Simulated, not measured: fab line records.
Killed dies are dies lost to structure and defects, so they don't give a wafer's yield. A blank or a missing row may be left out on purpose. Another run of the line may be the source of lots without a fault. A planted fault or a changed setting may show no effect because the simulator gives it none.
What tool caused it? -- flow sky130 -- 33 wafers from 11 lots sampled at 3 of the route's 708 steps

== WHAT THE GAUGES READ, wafer by wafer ==
SKY_RES_XHIGH_TW_MEAS_09.
lot,measured,on,RES_XHIGH_TW
L583,day 26 21:13,film_metro-02,1656 1648 1650
L585,day 27 12:46,film_metro-04,1605 1605 1612
L587,day 27 23:39,film_metro-02,1646 1645 1650
L588,day 28 19:17,film_metro-02,1647 1644 1646
L589,day 29 00:41,film_metro-03,1520 1516 1508
L591,day 29 10:35,film_metro-02,1507 1512 1518
L597,day 31 18:34,film_metro-04,1624 1634 1640
L598,day 32 04:05,film_metro-02,1662 1652 1657
L600,day 32 15:34,film_metro-04,1608 1627 1617
L606,day 34 10:03,film_metro-02,1664 1673 1677
L605,day 34 14:49,film_metro-04,1605 1616 1613

== WHAT TOOL EACH LOT RAN ON (gives the tool, then ch and the chambers of the sampled wafers, and finally the start) ==
lot,SKY_LDD_P_STRIP_10,SKY_RES_XHIGH_IMPLANT_07
L583,"plasma_asher-02 ch 0,1, day 19 02:29","implanter-03 ch 0, day 26 20:58"
L585,"plasma_asher-03 ch 0,1, day 19 20:49","implanter-03 ch 0, day 27 12:31"
L587,"plasma_asher-02 ch 1, day 20 11:44","implanter-04 ch 0, day 27 23:24"
L588,"plasma_asher-02 ch 0,1, day 21 06:38","implanter-03 ch 0, day 28 19:02"
L589,"plasma_asher-02 ch 0,1, day 21 13:53","implanter-04 ch 0, day 29 00:26"
L591,"plasma_asher-03 ch 0,1, day 21 23:14","implanter-04 ch 0, day 29 10:22"
L597,"plasma_asher-02 ch 0,1, day 24 10:09","implanter-04 ch 0, day 31 18:19"
L598,"plasma_asher-03 ch 0,1, day 24 23:26","implanter-04 ch 0, day 32 03:52"
L600,"plasma_asher-02 ch 0,1, day 25 09:36","implanter-04 ch 0, day 32 15:19"
L606,"plasma_asher-01 ch 1, day 27 09:48","implanter-03 ch 0, day 34 09:48"
L605,"plasma_asher-02 ch 0,1, day 27 12:51","implanter-04 ch 0, day 34 14:34"
- SKY_LDD_P_STRIP_10: strips in O2/N2.
- SKY_RES_XHIGH_IMPLANT_07

== THE ANSWER, worked out from the rows above alone ==
Rule: the lots themselves supply what counts as usual. Put in order of their means at a reading, lots are off if they are a third of the lots or fewer, leave a main group of 4 or more, and stand apart from it by a gap of 3 or more times the standard deviation of the main group's means; of several such gaps the widest counts. If all means in a main group match to the digits the tables above print for the reading, that group is not used. Also off: a lot with no number at a reading for which 4 or more lots have one. Where the step has rows for the other lots, those lots are counted as sound.
Off: L589, L591, seen at SKY_RES_XHIGH_TW_MEAS_09 (RES_XHIGH_TW). The main group: mean 1638, standard deviation 21.
A tool fits if, at a process step before that reading, it ran every lot that is off, and no sound lot after the first of them. Gauges at SKY_RES_XHIGH_TW_MEAS_09: tried the same way as those tools. None of those tried fits.

== WHAT WAS PUT IN BY THE SIMULATOR ==
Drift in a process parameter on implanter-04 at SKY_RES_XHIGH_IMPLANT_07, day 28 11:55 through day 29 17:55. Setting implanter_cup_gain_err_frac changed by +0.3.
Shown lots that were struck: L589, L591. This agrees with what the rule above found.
